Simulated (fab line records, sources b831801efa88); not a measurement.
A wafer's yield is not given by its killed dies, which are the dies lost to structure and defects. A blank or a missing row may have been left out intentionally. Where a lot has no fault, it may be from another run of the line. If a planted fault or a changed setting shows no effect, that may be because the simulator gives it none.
fab line records	flow sky130
record lots=14	wafers=42	last-day=50
route steps=708 shown VIA3@575
lots untouched by any fault: they come from a run of this same line in which no faults occurred
start-h: the number of hours between the record's first day and the start of the first shown wafer of the lot	wait-h: hours from the lot's prior step to this one	" the same as in the row above	L1.1+2: a row that stands for several wafers	- no value, or no start given	* or withheld: withheld	< > ~ a bound
route shown NAME@n: a module of which the file shows steps, and the number in the route of the first	usual: mean/standard deviation of fault-free wafers	same: alike in all rows	chamber/n: place in a boat	sites: each site's reading	_std_site: their standard deviation	_edge_site: outer sites' mean less inner sites'	radius-mm: how far each site lies from the wafer's centre	mask NAME#n: copy n	behind: the most recent tool/chamber to have shaped the wafer	hold: why the lot went on hold/how many hours it stayed there/how the hold came to an end	device: names the non-switching transistor (n, p or np)	end of line: tests of these same wafers at the route's end	a step with no rows: only its recipe	killed: not the wafer's yield, but the dies lost to structure and defects at the first sort	map: a wafer's dies, marking killed ones x, the rest . and places with no die _
set.NAME: setting as actually run; set.NAME@STEP: the setting as run at that earlier step	model.NAME: the simulator's own value behind a step, which no gauge read
the route's steps for a sample of lots (tables are steps, rows are wafers)
services: a tool's chamber out of use, with start hour (start-h, from the record's first day; less than 0 if before it), hours out, and reason
## steps
# step SKY_VIA3_CMP_02
# recipe material=SiO2	down-force-psi=4	platen-rpm=60	pad-velocity-m-s=0.94248
# usual edge-zone-pressure-frac=1.000/0.0049	head-pressure-psi=4.000/0.0079	motor-current-A=11.9/1.1	retaining-ring-pressure-frac=0.999/0.0053
lot.wafer	tool	chamber	start-h	wait-h	edge-zone-pressure-frac	head-pressure-psi	motor-current-A	retaining-ring-pressure-frac
L406.2	cmp-01	2	918.28	0.0	0.991	3.997	12.7	0.996
L406.4	"	0	"	"	0.999	3.996	12.4	1.001
L406.6	"	3	"	"	1.004	3.993	13.3	0.991
L407.2	cmp-01	3	923.26	0.1	1.002	4.007	13.9	1.012
L407.4	"	2	"	"	0.997	4.001	12.6	0.995
L407.5	"	3	"	"	1.003	4.012	12.6	1.011
L409.2	cmp-02	0	939.17	0.1	1.002	4.000	10.8	0.995
L409.3	"	1	"	"	0.995	4.007	13.8	0.999
L409.5	"	3	"	"	1.004	3.996	11.1	0.998
L412.3	cmp-01	3	966.57	0.1	0.997	4.001	13.7	1.005
L412.2	"	0	"	"	0.998	4.007	12.5	1.003
L412.5	"	1	"	"	1.008	4.015	10.6	0.992
L414.1	cmp-02	2	969.76	0.1	1.002	4.004	10.8	0.992
L414.4	"	0	"	"	1.005	4.002	10.6	1.006
L414.6	"	2	"	"	0.998	3.994	11.3	0.999
L415.1	cmp-02	3	979.58	0.1	0.999	3.981	11.3	0.999
L415.4	"	1	"	"	0.999	3.990	14.6	1.001
L415.5	"	2	"	"	1.005	4.005	11.4	0.996
L416.3	cmp-01	3	987.58	0.1	1.000	3.998	13.1	0.992
L416.1	"	0	"	"	1.000	3.995	12.2	1.003
L416.4	"	1	"	"	1.005	4.012	10.7	1.002
L420.1	cmp-01	0	1012.62	0.1	0.999	3.996	12.6	0.998
L420.2	"	1	"	"	0.999	4.002	10.3	1.001
L420.5	"	3	"	"	0.996	3.994	13.3	0.997
L421.1	cmp-01	2	1022.08	0.1	0.997	3.993	11.9	1.005
L421.2	"	3	"	"	0.999	4.014	13.1	1.006
L421.3	"	0	"	"	0.999	4.013	12.3	0.987
L422.3	cmp-02	2	1028.95	0.0	0.998	4.003	11.0	0.997
L422.2	"	0	"	"	0.997	4.007	10.8	1.001
L422.5	"	3	"	"	1.008	4.008	11.4	1.000
L423.1	cmp-02	1	1031.09	0.2	1.005	4.008	13.9	0.999
L423.3	"	2	"	"	1.001	4.016	10.7	0.993
L423.2	"	3	"	"	1.000	4.007	11.4	0.997
L424.4	cmp-01	1	1037.21	0.0	1.005	3.989	11.0	1.008
L424.3	"	3	"	"	0.997	4.009	13.1	1.007
L424.2	"	0	"	"	0.996	4.007	12.5	1.007
L425.1	cmp-02	1	1046.74	0.1	0.987	3.991	13.7	1.001
L425.3	"	2	"	"	1.007	4.000	10.6	1.002
L425.4	"	3	"	"	0.994	3.986	11.3	0.991
L427.1	cmp-01	3	1057.41	0.1	1.004	4.004	12.3	0.999
L427.6	"	3	"	"	0.998	3.991	12.9	0.998
L427.5	"	0	"	"	0.992	4.014	12.8	1.001
# step SKY_VIA3_OVL_MEAS_13
# usual VIA3_OVL=2/5.7
lot.wafer	tool	chamber	start-h	wait-h	VIA3_OVL[nm]
L406.2	overlay-02	-	942.52	0.1	7
L406.4	"	-	"	"	10
L406.6	"	-	"	"	3
L407.2	overlay-01	-	947.57	0.1	-8
L407.4	"	-	"	"	1
L407.5	"	-	"	"	-12
L409.2	overlay-02	-	963.27	0.1	-4
L409.3	"	-	"	"	5
L409.5	"	-	"	"	5
L412.2	overlay-01	-	990.46	0.1	0
L412.3	"	-	"	"	4
L412.5	"	-	"	"	4
L414.1	overlay-02	-	994.40	0.1	8
L414.4	"	-	"	"	4
L414.6	"	-	"	"	5
L415.1	overlay-02	-	1003.86	0.1	8
L415.4	"	-	"	"	-4
L415.5	"	-	"	"	4
L416.1	overlay-02	-	1011.10	0.1	7
L416.3	"	-	"	"	3
L416.4	"	-	"	"	0
L420.1	overlay-02	-	1035.67	0.1	1
L420.2	"	-	"	"	4
L420.5	"	-	"	"	3
L421.1	overlay-02	-	1045.02	0.1	-9
L421.2	"	-	"	"	-8
L421.3	"	-	"	"	-6
L422.2	overlay-02	-	1052.12	0.1	3
L422.3	"	-	"	"	7
L422.5	"	-	"	"	7
L423.1	overlay-02	-	1053.50	0.1	-6
L423.2	"	-	"	"	-14
L423.3	"	-	"	"	-7
L424.2	overlay-01	-	1060.02	0.1	-1
L424.3	"	-	"	"	1
L424.4	"	-	"	"	-1
L425.1	overlay-01	-	1068.60	0.1	9
L425.3	"	-	"	"	8
L425.4	"	-	"	"	12
L427.1	overlay-01	-	1080.07	0.1	-2
L427.5	"	-	"	"	4
L427.6	"	-	"	"	8
# step SKY_VIA3_RS_MEAS_22
# recipe thk-meas-gauge=four-point-probe	reads=W_of_VIA3_CVD_21+TiN_of_VIA3_SPUTTER_20
# usual VIA3_W_RS=0.294/0.0032
lot.wafer	tool	chamber	start-h	wait-h	VIA3_W_RS[ohm/sq]
L406.2	film-metro-02	-	943.52	0.1	0.291
L406.4	"	-	"	"	0.290
L406.6	"	-	"	"	0.289
L407.2	film-metro-01	-	948.50	0.1	0.289
L407.4	"	-	"	"	0.291
L407.5	"	-	"	"	0.292
L409.2	film-metro-02	-	964.21	0.1	0.294
L409.3	"	-	"	"	0.296
L409.5	"	-	"	"	0.294
L412.2	film-metro-04	-	991.43	0.1	0.294
L412.3	"	-	"	"	0.294
L412.5	"	-	"	"	0.293
L414.1	film-metro-01	-	995.35	0.1	0.295
L414.4	"	-	"	"	0.289
L414.6	"	-	"	"	0.293
L415.1	film-metro-04	-	1004.81	0.1	0.287
L415.4	"	-	"	"	0.289
L415.5	"	-	"	"	0.289
L416.1	film-metro-01	-	1012.02	0.1	0.296
L416.3	"	-	"	"	0.292
L416.4	"	-	"	"	0.291
L420.1	film-metro-01	-	1036.69	0.1	0.291
L420.2	"	-	"	"	0.288
L420.5	"	-	"	"	0.295
L421.1	film-metro-01	-	1045.94	0.1	0.296
L421.2	"	-	"	"	0.296
L421.3	"	-	"	"	0.296
L422.2	film-metro-02	-	1053.05	0.1	0.295
L422.3	"	-	"	"	0.298
L422.5	"	-	"	"	0.294
L423.1	film-metro-02	-	1054.42	0.1	0.293
L423.2	"	-	"	"	0.292
L423.3	"	-	"	"	0.292
L424.2	film-metro-02	-	1061.00	0.1	0.297
L424.3	"	-	"	"	0.296
L424.4	"	-	"	"	0.295
L425.1	film-metro-04	-	1069.56	0.1	0.297
L425.3	"	-	"	"	0.295
L425.4	"	-	"	"	0.295
L427.1	film-metro-02	-	1081.07	0.1	0.293
L427.5	"	-	"	"	0.293
L427.6	"	-	"	"	0.292
# step SKY_VIA3_CMP_24
# recipe stop-on=SiO2	t-overpolish-s=20	down-force-psi=3.5	platen-rpm=60	target-thk-nm=0	pad-velocity-m-s=0.94248
# usual edge-zone-pressure-frac=1.001/0.0053	head-pressure-psi=3.500/0.0079	motor-current-A=10.9/1	overpolish-run-s=20.000/0.009	retaining-ring-pressure-frac=1.000/0.0042	time-to-endpoint-s=96/4.4
lot.wafer	tool	chamber	start-h	wait-h	edge-zone-pressure-frac	head-pressure-psi	motor-current-A	overpolish-run-s	retaining-ring-pressure-frac	time-to-endpoint-s
L406.4	cmp-02	3	943.68	0.0	0.995	3.491	10.3	20.006	1.007	90
L406.2	"	0	"	"	0.999	3.496	9.7	19.994	1.005	97
L406.6	"	3	"	"	0.996	3.496	10.0	19.995	1.002	92
L407.4	cmp-02	1	948.76	0.1	1.002	3.499	13.1	20.005	0.997	97
L407.2	"	2	"	"	0.988	3.497	9.8	20.000	0.994	96
L407.5	"	3	"	"	1.000	3.494	10.4	20.007	0.993	92
L409.3	cmp-01	2	964.37	0.0	1.003	3.494	10.8	20.011	1.004	96
L409.2	"	3	"	"	0.995	3.489	11.8	19.996	1.005	93
L409.5	"	3	"	"	1.009	3.493	11.3	20.015	1.000	88
L412.3	cmp-02	2	991.59	0.0	1.001	3.497	10.1	20.004	0.999	99
L412.2	"	3	"	"	1.008	3.501	10.2	19.988	0.999	88
L412.5	"	2	"	"	1.011	3.504	9.8	20.001	1.001	93
L414.4	cmp-01	2	995.53	0.0	1.000	3.507	11.7	19.990	1.002	100
L414.1	"	1	"	"	1.000	3.518	10.3	20.003	0.999	98
L414.6	"	2	"	"	1.000	3.509	11.7	19.992	0.997	105
L415.1	cmp-01	0	1004.99	0.1	1.010	3.496	11.6	19.987	0.994	104
L415.4	"	2	"	"	0.994	3.494	11.2	20.005	1.011	106
L415.5	"	0	"	"	1.002	3.519	11.5	20.011	0.997	101
L416.3	cmp-02	1	1012.25	0.1	0.995	3.489	12.4	19.995	0.997	92
L416.1	"	2	"	"	1.005	3.493	9.8	19.988	0.999	97
L416.4	"	3	"	"	1.002	3.498	10.9	19.996	0.998	92
L420.1	cmp-02	1	1037.01	0.2	-	-	-	-	-	-
L420.2	"	2	"	"	-	-	-	-	-	-
L420.5	"	1	"	"	-	-	-	-	-	-
L421.1	cmp-01	1	1046.12	0.1	-	-	-	-	-	-
L421.2	"	2	"	"	-	-	-	-	-	-
L421.3	"	0	"	"	-	-	-	-	-	-
L422.3	cmp-02	0	1053.26	0.1	1.004	3.488	9.5	19.996	1.001	93
L422.2	"	2	"	"	1.005	3.499	10.2	20.004	1.009	94
L422.5	"	3	"	"	0.994	3.489	11.1	19.996	0.997	91
L423.1	cmp-02	1	1054.60	0.1	0.997	3.502	12.6	20.010	1.002	93
L423.3	"	2	"	"	1.006	3.505	9.2	19.988	1.000	98
L423.2	"	0	"	"	1.009	3.501	9.8	20.012	0.998	95
L424.4	cmp-02	0	1061.16	0.0	0.999	3.499	9.8	19.995	1.001	91
L424.3	"	1	"	"	0.997	3.508	12.8	19.995	1.003	91
L424.2	"	3	"	"	0.999	3.488	10.1	19.994	1.002	88
L425.4	cmp-01	1	1069.74	0.0	1.003	3.500	10.9	20.000	0.991	95
L425.3	"	3	"	"	1.008	3.499	12.0	20.001	1.001	91
L425.1	"	0	"	"	0.996	3.495	11.1	20.008	0.999	94
L427.1	cmp-01	2	1081.27	0.1	0.991	3.494	11.0	19.993	1.001	98
L427.6	"	2	"	"	0.996	3.505	11.3	20.008	0.992	105
L427.5	"	3	"	"	0.996	3.500	11.4	20.001	1.009	95
## services
tool	chamber	start-h	hours	kind
cmp-01	-	913.03	0.5	repair
cmp-02	-	917.28	1.7	repair
cmp-02	-	920.17	4.0	pm
cmp-02	-	924.17	-	consumable-replace:conditioner
cmp-02	-	924.17	-	consumable-replace:pad
cmp-01	-	927.67	1.3	repair
cmp-02	-	975.00	0.6	repair
cmp-01	-	1001.60	0.6	repair
cmp-01	-	1003.63	0.8	repair
cmp-01	-	1030.64	0.8	repair
cmp-01	-	1053.99	0.3	repair
cmp-01	-	1054.85	2.2	repair
cmp-02	-	1080.23	5.8	pm
## key
first-sign step=SKY_VIA3_CMP_24	reading=tool-record	direction=missing
effect none on later readings
met-at SKY_VIA3_CMP_24
struck-lots L420,L421
later-rows-left-out L420.1,L420.2,L420.5,L421.1,L421.2,L421.3
sort-left-out L420.1,L420.2,L420.5,L421.1,L421.2,L421.3
not-acting-at SKY_VIA3_CMP_02,SKY_VIA3_OVL_MEAS_13,SKY_VIA3_RS_MEAS_22
onset-between 1012.25 1037.01
fault kind=skipped-step-whole	tool=cmp-01,cmp-02	chamber=-	onset-h=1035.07	steps=SKY_VIA3_CMP_24	scope=struck-lots-only
# sort-left-out: the simulated sort isn't trusted on such a fault, so these wafers' sort isn't shown, and their yield isn't known
# later-rows-left-out: the simulator's readings of these wafers behind a module that went badly wrong aren't trusted and aren't shown, but for the sort
